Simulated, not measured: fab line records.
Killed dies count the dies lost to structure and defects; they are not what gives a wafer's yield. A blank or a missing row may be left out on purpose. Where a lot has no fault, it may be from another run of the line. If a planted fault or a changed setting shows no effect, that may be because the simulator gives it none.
Comparing a struck lot with a sound one / flow sky130 / 14 out of 708 route steps
Sound: these wafers, L648.3, L648.4, L648.5. Wafers struck: L643.1, L643.2, L643.6. Last of all comes the cause.
For every step that has rows: the tool of each side, followed by ch and its chambers, followed by its first start. Under that, the readings that differ: sound wafers / struck wafers / difference of the means / sigmas: that difference in standard deviations of wafers without a fault.
alike: same words and numbers on both sides, and readings whose means sit less than 2 such deviations apart. not compared: any withheld reading, any reading some wafer has no value for, any bound like >300 that may hide the same value, and any number with overlapping values for which the record gives no deviation.
Wherever a step has rows on one side only, a row that says differs or no value, or a row with sigmas, the two part there. When numbers do not overlap yet have no deviation, they are printed without sigmas and do not part them. A reading missing from all wafers of one side parts the sides only when that side holds two or more wafers.

first, 2 steps without rows for these wafers: SKY_FIELD_ISO_WET_ETCH_21 (etches SiO2 in dHF, target depth 20 nm, time 400 s); SKY_FIELD_ISO_OXIDATION_22 (stabilise 600 s, purge 300 s, target thk 10 nm).
SKY_FIELD_ISO_THK_MEAS_23:
  struck on film_metro-01, day 4 17:06; sound on film_metro-03, day 5 18:13
  alike: FIELD_ISO_OXIDATION_01_THK
then, 1 step without rows for these wafers: SKY_FIELD_ISO_CVD_24 (deposits SiO2, target thk 595 nm, time 99.2 s).
SKY_FIELD_ISO_THK_MEAS_25:
  struck on film_metro-04, day 4 17:14; sound on film_metro-01, day 5 18:21
  alike: FIELD_ISO_CVD_24_THK
then, 1 step without rows for these wafers: SKY_FIELD_ISO_ANNEAL_26 (time 1800 s).
SKY_FIELD_ISO_CMP_27: polishes, stops on Si3N4, t overpolish 16 s, target thk 457.8 nm.
  sound on cmp-02 ch 0,1, day 5 19:53; struck on cmp-01 ch 0,1,2, day 4 18:51
  alike: motor_current_A, overpolish_run_s, slurry_flow_ml_min, time_to_endpoint_s
then, 5 steps without rows for these wafers: SKY_FIELD_ISO_WET_ETCH_28 (etches SiO2 in dHF, target depth 23.7 nm, time 47 s); SKY_FIELD_ISO_WET_ETCH_29 (etches Si3N4 in H3PO4, target depth 160 nm, time 1825 s); SKY_FIELD_ISO_WET_ETCH_30 (etches SiO2 in dHF, target depth 25 nm, time 50 s); SKY_NWELL_CLEAN_00 (cleans in SC1/SC2, time 150 s); SKY_NWELL_OXIDATION_01 (stabilise 600 s, purge 300 s, target thk 10 nm).
SKY_NWELL_THK_MEAS_02:
  struck on film_metro-04, day 4 22:53; sound on film_metro-02, day 5 22:33
  alike: NWELL_OXIDATION_THK
then, 1 step without rows for these wafers: SKY_DNWELL_DEHYDRATE_00 (time 60 s).

## WHERE THEY PART
Nowhere in this record.

WHY: whatever the simulator had introduced
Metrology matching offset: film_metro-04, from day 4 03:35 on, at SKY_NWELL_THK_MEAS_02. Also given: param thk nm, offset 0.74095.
